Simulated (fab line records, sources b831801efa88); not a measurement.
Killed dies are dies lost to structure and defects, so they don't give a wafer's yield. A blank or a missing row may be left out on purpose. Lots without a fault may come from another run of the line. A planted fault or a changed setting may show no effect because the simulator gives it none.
Tool commonality check | flow gf180mcu | 13 lots, 45 wafers sampled

WHY IT WAS OPENED
At GF_HV_LDD_TW_MEAS_11 the reading HV_LDD_TW is flagged on 2 of 13 lots. Wafers without a fault read 2400, standard deviation 12.
Rule: a lot is flagged when every wafer of it that has a number lies more than 4 standard deviations from that mean, or none has a number. The other lots count as sound.

lot  | measured     | on            | HV_LDD_TW, wafer by wafer     | flag
L425 | day 9 19:44  | film_metro-03 | 2392 2395 2390                |
L426 | day 10 08:34 | film_metro-02 | 2395 2405 2386                |
L427 | day 10 13:34 | film_metro-04 | 2400 2406 2399                |
L429 | day 11 12:47 | film_metro-03 | 2397 2395 2403                |
L433 | day 12 15:19 | film_metro-03 | 1222 1229 1221 1231 1235 1232 | FLAGGED
L436 | day 13 13:50 | film_metro-03 | 1172 1159 1177 1171 1158 1170 | FLAGGED
L439 | day 14 14:35 | film_metro-02 | 2387 2393 2388                |
L442 | day 15 07:26 | film_metro-03 | 2388 2383 2401                |
L444 | day 15 23:11 | film_metro-03 | 2397 2389 2392                |
L445 | day 16 04:53 | film_metro-02 | 2403 2394 2411                |
L446 | day 16 12:17 | film_metro-02 | 2406 2405 2414                |
L447 | day 16 16:49 | film_metro-03 | 2422 2422 2418                |
L448 | day 17 01:40 | film_metro-04 | 2407 2396 2405                |
The numbers of the flagged lots are 1198 on average: -1202 against the usual, or -99 or more standard deviations.

WHICH TOOL RAN EACH LOT
The record holds 1 process step before the reading, out of a route of 602 steps. In each cell: the tool, then ch and the chambers that the sampled wafers went through, then the start.
lot  | flag    | GF_HV_LDD_IMPLANT_09
L425 |         | implanter-02 ch 0, day 9 19:31
L426 |         | implanter-02 ch 0, day 10 08:20
L427 |         | implanter-04 ch 0, day 10 13:19
L429 |         | implanter-03 ch 0, day 11 12:34
L433 | FLAGGED | implanter-02 ch 0, day 12 15:04
L436 | FLAGGED | implanter-02 ch 0, day 13 13:35
L439 |         | implanter-03 ch 0, day 14 14:22
L442 |         | implanter-04 ch 0, day 15 07:13
L444 |         | implanter-03 ch 0, day 15 22:58
L445 |         | implanter-02 ch 0, day 16 04:40
L446 |         | implanter-03 ch 0, day 16 12:04
L447 |         | implanter-04 ch 0, day 16 16:35
L448 |         | implanter-04 ch 0, day 17 01:25
What these steps do:
- GF_HV_LDD_IMPLANT_09
- GF_HV_LDD_TW_MEAS_11

FLAGGED OVER TOTAL, TOOL BY TOOL (the gauges that took the reading come last)
step                 | tool          | lots run | flagged | share of the flagged lots | sound lots run after its first flagged lot
GF_HV_LDD_IMPLANT_09 | implanter-02  | 5        | 2       | all                       | 1 (L445)
GF_HV_LDD_IMPLANT_09 | implanter-03  | 4        | 0       | none                      | -
GF_HV_LDD_IMPLANT_09 | implanter-04  | 4        | 0       | none                      | -
GF_HV_LDD_TW_MEAS_11 | film_metro-02 | 4        | 0       | none                      | -
GF_HV_LDD_TW_MEAS_11 | film_metro-03 | 7        | 2       | all                       | 3 (L442,L444,L447)
GF_HV_LDD_TW_MEAS_11 | film_metro-04 | 2        | 0       | none                      | -

WHAT THE TABLE ALLOWS
2 rows of the table ran every flagged lot: implanter-02 at GF_HV_LDD_IMPLANT_09, film_metro-03 at GF_HV_LDD_TW_MEAS_11.
- implanter-02 at GF_HV_LDD_IMPLANT_09: 2 of its 5 lots flagged. Sound lots ran on it after the first flagged one (L445), which a lasting fault on the whole tool wouldn't allow. Its own readings lie more than 4 standard deviations out on every wafer of the flagged lots: dose_ions_cm2, faraday_current_uA.
- film_metro-03 at GF_HV_LDD_TW_MEAS_11: 2 of its 7 lots flagged. Sound lots ran on it after the first flagged one (L442, L444, L447), which a lasting fault on the whole tool wouldn't allow.
No row of the table ran every flagged lot and no sound lot after the first.

WHAT THE SIMULATOR HAD PUT IN
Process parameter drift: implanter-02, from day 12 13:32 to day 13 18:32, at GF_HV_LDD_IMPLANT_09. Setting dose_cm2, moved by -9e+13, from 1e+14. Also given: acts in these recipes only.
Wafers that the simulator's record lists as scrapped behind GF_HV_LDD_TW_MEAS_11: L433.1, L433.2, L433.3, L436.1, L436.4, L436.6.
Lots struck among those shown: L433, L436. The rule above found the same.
